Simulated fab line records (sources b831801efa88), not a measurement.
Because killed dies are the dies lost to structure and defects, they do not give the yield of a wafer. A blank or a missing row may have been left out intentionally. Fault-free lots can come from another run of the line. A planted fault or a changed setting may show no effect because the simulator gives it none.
Which of the tools did it? ; flow sky130 ; 36 wafers from 12 lots sampled at 4 of the route's 708 steps

WHAT THE GAUGES SHOWED, per wafer
SKY_FIELD_ISO_THK_MEAS_25. Usual: for FIELD_ISO_CVD_24_THK the level is 595 nm and the standard deviation is 6.2.
lot;measured;on;FIELD_ISO_CVD_24_THK (nm);flag
L227;day 2 14:47;film-metro-01;584 589 591;
L228;day 2 14:47;film-metro-03;600 594 591;
L229;day 2 17:12;film-metro-03;606 605 605;
L231;day 3 03:46;film-metro-04;600 597 598;
L236;day 4 07:08;film-metro-03;598 604 600;
L239;day 4 22:48;film-metro-03;600 590 591;
L241;day 5 13:22;film-metro-01;589 587 586;
L243;day 5 22:23;film-metro-04;592 587 592;
L244;day 6 00:47;film-metro-03;591 591 594;
L247;day 6 15:34;film-metro-01;589 594 594;
L249;day 7 03:29;film-metro-03;593 588 588;
L250;day 7 11:25;film-metro-01;591 590 584;

SKY_PWDE_TW_MEAS_10. Usual: for PWDE_TW the level is 372.8 and the standard deviation is 2.6.
lot;measured;on;PWDE_TW;flag
L227;day 4 03:56;film-metro-02;373.5 375.5 374.5;
L228;day 4 04:46;film-metro-04;377.2 378.8 376.8;
L229;day 4 07:13;film-metro-02;376.1 373.7 375.6;
L231;day 4 18:14;film-metro-01;370.7 370.8 368.2;
L236;day 5 23:04;film-metro-04;372.4 376.0 373.2;
L239;day 6 17:42;film-metro-01;373.0 371.7 371.0;
L241;day 7 07:36;film-metro-04;374.7 374.6 372.9;
L243;day 7 19:58;film-metro-04;371.6 372.4 372.9;
L244;day 7 21:40;film-metro-04;374.6 374.4 373.1;
L247;day 8 11:57;film-metro-04;375.1 375.1 374.7;
L249;day 8 21:37;film-metro-01;366.9 366.1 365.6;
L250;day 10 00:10;film-metro-02;374.2 376.1 374.9;

SKY_VT_ADJUST_LVTN_TW_MEAS_21. Usual: for VT_ADJUST_LVTN_2_TW the level is 187.7 and the standard deviation is 1.
lot;measured;on;VT_ADJUST_LVTN_2_TW;flag
L227;day 8 00:09;film-metro-03;186.8 186.4 186.0;
L228;day 8 02:18;film-metro-02;189.3 189.2 188.6;
L229;day 8 05:06;film-metro-02;189.1 188.5 187.8;
L231;day 8 15:10;film-metro-02;188.0 188.9 188.2;
L236;day 10 01:26;film-metro-02;210.2 210.0 209.8;OFF
L239;day 11 00:28;film-metro-04;209.5 208.7 209.4;OFF
L241;day 11 15:34;film-metro-04;209.9 209.4 208.6;OFF
L243;day 12 06:08;film-metro-04;189.1 189.4 189.1;
L244;day 12 08:37;film-metro-04;189.1 188.0 188.4;
L247;day 13 02:31;film-metro-02;187.8 189.6 189.0;
L249;day 13 15:04;film-metro-03;187.2 186.8 186.2;
L250;day 14 20:58;film-metro-03;186.4 186.5 186.3;

EACH LOT AND THE TOOL THAT RAN IT (in order: tool; ch and the chambers of the sampled wafers; start)
lot;SKY_VT_ADJUST_LVTN_IMPLANT_19
L227;implanter-01 ch 0, day 7 23:54
L228;implanter-01 ch 0, day 8 02:03
L229;implanter-04 ch 0, day 8 04:51
L231;implanter-04 ch 0, day 8 14:55
L236;implanter-04 ch 0, day 10 01:12
L239;implanter-04 ch 0, day 11 00:13
L241;implanter-04 ch 0, day 11 15:20
L243;implanter-01 ch 0, day 12 05:56
L244;implanter-01 ch 0, day 12 08:23
L247;implanter-01 ch 0, day 13 02:16
L249;implanter-02 ch 0, day 13 14:49
L250;implanter-01 ch 0, day 14 20:45
- SKY_VT_ADJUST_LVTN_IMPLANT_19

WHAT THE TOOLS THEMSELVES READ (means of the sampled wafers that have a number; where no wafer has one, the mark that the record gives instead)
SKY_VT_ADJUST_LVTN_IMPLANT_19. Usual: beam-energy-keV 30.001, standard deviation 0.0097; dose-ions-cm2 6.5e+11, standard deviation 7.5e+08; faraday-current-uA 3.67, standard deviation 0.082.
lot;tool;beam-energy-keV;dose-ions-cm2;faraday-current-uA;flag
L227;implanter-01;29.995;6.5e+11;3.62;
L228;implanter-01;30.012;6.5e+11;3.64;
L229;implanter-04;29.991;6.5e+11;3.64;
L231;implanter-04;29.995;6.5e+11;3.66;
L236;implanter-04;29.997;9.6e+11;5.52;OFF
L239;implanter-04;30.003;9.6e+11;5.37;OFF
L241;implanter-04;30.001;9.6e+11;5.44;OFF
L243;implanter-01;30.014;6.5e+11;3.68;
L244;implanter-01;29.997;6.5e+11;3.69;
L247;implanter-01;29.992;6.5e+11;3.72;
L249;implanter-02;29.997;6.5e+11;3.66;
L250;implanter-01;30.004;6.5e+11;3.72;

THE ANSWER, worked out from the rows above alone
Rule: lot off if the mean of its wafers having a number is beyond 3 standard deviations from the usual mean. Also off: a lot with no number at a reading for which 4 or more lots have one. Where the step has rows for the other lots, those lots are counted as sound. First the gauges in route order, then the tools' own readings, where a lot's mean is used as printed above. The first step at which some lot is off is used, and at that step the reading that is off furthest; a lot without a number counts as furthest.
Off: L236, L239, L241, seen at SKY_VT_ADJUST_LVTN_TW_MEAS_21 (VT_ADJUST_LVTN_2_TW).
If a tool, at a process step before that reading, ran all the lots that are off and no sound lot after the first of them, it fits. The gauges at SKY_VT_ADJUST_LVTN_TW_MEAS_21 aren't tried: what is off there is off at SKY_VT_ADJUST_LVTN_IMPLANT_19 too, on other tools, and a gauge's error can't cause that. One candidate fits, namely implanter-04 at SKY_VT_ADJUST_LVTN_IMPLANT_19. A fault onset in the window from L231 (day 8 14:55, its last sound lot) to L236 (day 10 01:12, its first lot off) fits.
The tool's own readings at SKY_VT_ADJUST_LVTN_IMPLANT_19 bear it out: on the lots that are off they differ by more than 5 times the standard deviation of the sound lots' means. dose-ions-cm2 reads 9.6e+11 there against 6.5e+11 on the sound lots; faraday-current-uA reads 5.44 there against 3.67 on the sound lots.

WHAT THE SIMULATOR HAD INSERTED
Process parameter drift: implanter-04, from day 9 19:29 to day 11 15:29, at SKY_VT_ADJUST_LVTN_IMPLANT_19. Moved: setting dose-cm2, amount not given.
Struck lots among those shown: L236, L239, L241. Same finding as the rule above.
